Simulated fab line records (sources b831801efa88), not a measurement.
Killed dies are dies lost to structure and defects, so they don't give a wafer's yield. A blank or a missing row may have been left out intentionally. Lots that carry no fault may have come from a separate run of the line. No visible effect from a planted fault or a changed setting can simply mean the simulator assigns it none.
Matching of chambers / flow sky130 / hdpcvd-01 running SKY_FIELD_ISO_CVD_24: 3 sister chambers
The step deposits SiO2, target thk 595 nm, time 99.2 s. 3 wafers are shown with their chamber, then 8 later ones without.

== WAFERS WITH THEIR CHAMBER ==
wafer=L884.2; chamber=2; susceptor_temp_C (C)=650.5
wafer=L884.4; chamber=1; susceptor_temp_C (C)=649.9
wafer=L885.1; chamber=0; susceptor_temp_C (C)=650.5

== WAFERS WITH NO CHAMBER GIVEN ==
wafer=L885.3; susceptor_temp_C (C)=650.2
wafer=L885.5; susceptor_temp_C (C)=650.6
wafer=L887.1; susceptor_temp_C (C)=650.4
wafer=L887.2; susceptor_temp_C (C)=649.7
wafer=L887.5; susceptor_temp_C (C)=649.9
wafer=L889.3; susceptor_temp_C (C)=649.9
wafer=L889.5; susceptor_temp_C (C)=650.2
wafer=L889.6; susceptor_temp_C (C)=650.1

== EACH ONE'S CHAMBER ==
wafer=L885.3; from the rows above=can't be placed: 0 or 2 or 1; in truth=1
wafer=L885.5; from the rows above=can't be placed: 0 or 2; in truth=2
wafer=L887.1; from the rows above=can't be placed: 0 or 2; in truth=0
wafer=L887.2; from the rows above=1; in truth=1
wafer=L887.5; from the rows above=1; in truth=1
wafer=L889.3; from the rows above=1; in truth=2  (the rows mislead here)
wafer=L889.5; from the rows above=can't be placed: 0 or 2 or 1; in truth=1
wafer=L889.6; from the rows above=can't be placed: 1 or 0 or 2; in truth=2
Correctly placed: 2 of 8. Unplaceable from these rows: 5, with the true chamber sitting among the candidates in 5. Wrongly placed: 1.
How it was worked out, from the rows above alone: a wafer's distance from a chamber is the root of the sum, over the readings, of the square of ((its reading less the chamber's mean) divided by the reading's scatter). The wafer belongs to the nearest chamber; if the next one is less than 2 further off, it can't be placed. The mean given for a chamber averages the wafers shown for that chamber. The scatter: root of mean squared gap, hidden wafer to nearest shown wafer, with one shown wafer a chamber.
